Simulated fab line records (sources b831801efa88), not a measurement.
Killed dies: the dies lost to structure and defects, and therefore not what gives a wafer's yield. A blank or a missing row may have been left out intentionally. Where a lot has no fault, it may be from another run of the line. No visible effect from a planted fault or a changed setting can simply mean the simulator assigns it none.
One fault seen from 2 desks || flow sky130 || what lay behind the numbers comes last; until then each desk has only its own

METROLOGY DESK
Lot by lot, what the gauges showed, no matter which tool ran the lot: averages of those sampled wafers that carry a number. If a lot's mean is further than 4 standard deviations from the usual mean, the lot is out of limits and carries the mark OUT (the distance appears in the brackets).
Columns: A = VIA1_HDPCVD_THK at SKY_VIA1_THK_MEAS_01, usual 1033 nm
{"lot": "L964", "first seen here": "day 32 10:04", "A": 1017}
{"lot": "L965", "first seen here": "day 33 04:45", "A": 1041}
{"lot": "L966", "first seen here": "day 33 16:17", "A": 1036}
{"lot": "L970", "first seen here": "day 34 17:48", "A": 1027}
{"lot": "L971", "first seen here": "day 35 02:46", "A": 1039}
{"lot": "L972", "first seen here": "day 35 08:37", "A": 1040}
{"lot": "L978", "first seen here": "day 37 11:02", "A": 1042}
{"lot": "L980", "first seen here": "day 38 02:22", "A": 1031}
{"lot": "L981", "first seen here": "day 38 11:08", "A": 1032}
{"lot": "L982", "first seen here": "day 38 19:25", "A": 1042}
{"lot": "L983", "first seen here": "day 38 21:29", "A": 1039}
{"lot": "L984", "first seen here": "day 39 06:13", "A": 1027}
{"lot": "L986", "first seen here": "day 39 15:32", "A": 1034}
{"lot": "L987", "first seen here": "day 40 12:50", "A": 1053}
This desk's finding: nothing out of limits on any of the 14 lots.

DESK OF THE TOOL OWNER: rieMetal-02
The tool's own readings at SKY_METAL2_METAL_ETCH_19 (etches the open film in Cl2/BCl3, stops on SiO2, target depth 360 nm, time 78 s): means of the sampled wafers that have a number, for each lot that ran on this tool. If a lot's mean is further than 4 standard deviations from the usual mean, the lot is out of limits and carries the mark OUT (the distance appears in the brackets).
Columns: A = drypumpMotorCurrentA at SKY_METAL2_METAL_ETCH_19, usual 5.8 A; B = mfcCl2Sccm at SKY_METAL2_METAL_ETCH_19, usual 59.99 sccm; C = oesProductAu at SKY_METAL2_METAL_ETCH_19, usual 0.854 a.u.; D = throttleValvePct at SKY_METAL2_METAL_ETCH_19, usual 22.263 %
{"lot": "L964", "first seen here": "day 34 18:25", "A": 6.2, "B": 59.99, "C": 0.851, "D": 22.262}
{"lot": "L966", "first seen here": "day 36 01:07", "A": 6.3, "B": 59.94, "C": 0.858, "D": 22.255}
{"lot": "L970", "first seen here": "day 37 00:55", "A": 6.3, "B": 59.86, "C": 0.854, "D": 22.267}
{"lot": "L971", "first seen here": "day 37 09:20", "A": 6.3, "B": 60.17, "C": 0.853, "D": 22.268}
{"lot": "L972", "first seen here": "day 37 16:20", "A": 6.2, "B": 60.05, "C": 0.848, "D": 22.262}
{"lot": "L981", "first seen here": "day 40 15:05", "A": 6.2, "B": 60.02, "C": 0.855, "D": 22.266}
{"lot": "L982", "first seen here": "day 40 22:34", "A": 6.2, "B": 59.97, "C": 0.860, "D": 22.272}
This desk's finding: nothing out of limits on any of the 7 lots.

TAKEN TOGETHER
Nothing out of limits was seen by the metrology desk.
The desk of the tool owner found nothing out of limits.

WHAT THE SIMULATOR HAD PUT IN
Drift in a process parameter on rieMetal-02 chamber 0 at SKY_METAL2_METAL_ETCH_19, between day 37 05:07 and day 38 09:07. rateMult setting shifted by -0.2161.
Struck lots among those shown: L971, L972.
